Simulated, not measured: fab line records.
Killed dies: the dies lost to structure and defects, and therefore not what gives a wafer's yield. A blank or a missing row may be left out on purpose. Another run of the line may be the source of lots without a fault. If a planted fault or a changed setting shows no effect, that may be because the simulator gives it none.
A single fault, viewed from 2 desks | flow sfqLine | what lay behind the numbers comes last; until then each desk has only its own

## FOR THE TOOL OWNER'S DESK: cmp-02
The tool's own readings at SFQ_TRILAYER_I1_CMP_CMP_046 (polishes SiO2): means of the sampled wafers that have a number, for each lot that ran on this tool. Marked OUT: a lot whose mean sits more than 4 standard deviations from the usual mean, which makes it out of limits; the brackets give that distance.
Columns: A = headPressurePsi at SFQ_TRILAYER_I1_CMP_CMP_046, usual 2.999 psi; B = motorCurrentA at SFQ_TRILAYER_I1_CMP_CMP_046, usual 10.6 A; C = timeToEndpointS at SFQ_TRILAYER_I1_CMP_CMP_046, usual 215 s
lot  | first seen here | A     | B    | C
L386 | day 18 06:16    | 2.996 | 11.3 | 214
L387 | day 18 13:04    | 3.004 | 11.7 | 217
L394 | day 20 15:34    | 2.995 | 11.7 | 219
L396 | day 20 21:34    | 3.004 | 11.8 | 243 (+4.1) OUT
L405 | day 24 14:20    | 2.998 | 12.3 | 221
L408 | day 26 00:24    | 2.999 | 11.3 | 218
L409 | day 26 06:24    | 3.005 | 10.8 | 226
This desk's verdict: out of limits on L396, starting with L396 at day 20 21:34 (timeToEndpointS at SFQ_TRILAYER_I1_CMP_CMP_046). Within limits: L386, L387, L394, L405, L408, L409.

## THE METROLOGY DESK
What the gauges read for every lot (on any tool): the sampled wafers with a number, averaged. Marked OUT: a lot whose mean sits more than 4 standard deviations from the usual mean, which makes it out of limits; the brackets give that distance.
Columns: A = M2_OVL at SFQ_M2_OVL_MEAS_916, usual -1 nm; B = M5_OVL at SFQ_M5_OVL_MEAS_932, usual 2 nm
lot  | first seen here | A  | B
L386 | day 23 18:53    | -7 | -4
L387 | day 23 21:18    | -4 | 3
L394 | day 31 07:00    | -2 | 1
L396 | day 31 14:12    | 3  | 2
L399 | day 32 15:32    | -0 | -2
L403 | day 34 01:26    | -1 | 4
L405 | day 35 07:25    | 10 | 4
L406 | day 35 15:05    | -1 | 4
L407 | day 35 23:29    | -8 | 8
L408 | day 36 03:05    | -4 | 3
L409 | day 36 10:17    | 2  | 5
This desk found nothing out of limits on any of the 11 lots.

## ALL TOGETHER
At day 20 21:34, on L396, the tool owner's desk was in a position to raise an alarm.
The metrology desk saw nothing out of limits.
The metrology desk has L396 on record, within its limits.
All the named lots went through SFQ_TRILAYER_I1_CMP_CMP_046 on cmp-02.

## WHAT THE SIMULATOR PUT IN
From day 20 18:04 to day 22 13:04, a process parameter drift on cmp-02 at SFQ_TRILAYER_I1_CMP_CMP_046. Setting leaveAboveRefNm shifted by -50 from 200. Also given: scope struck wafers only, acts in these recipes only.
Struck lots among those shown: L396.
Hours from the fault's start to each desk's first reading out of limits: the tool owner's desk, 4.
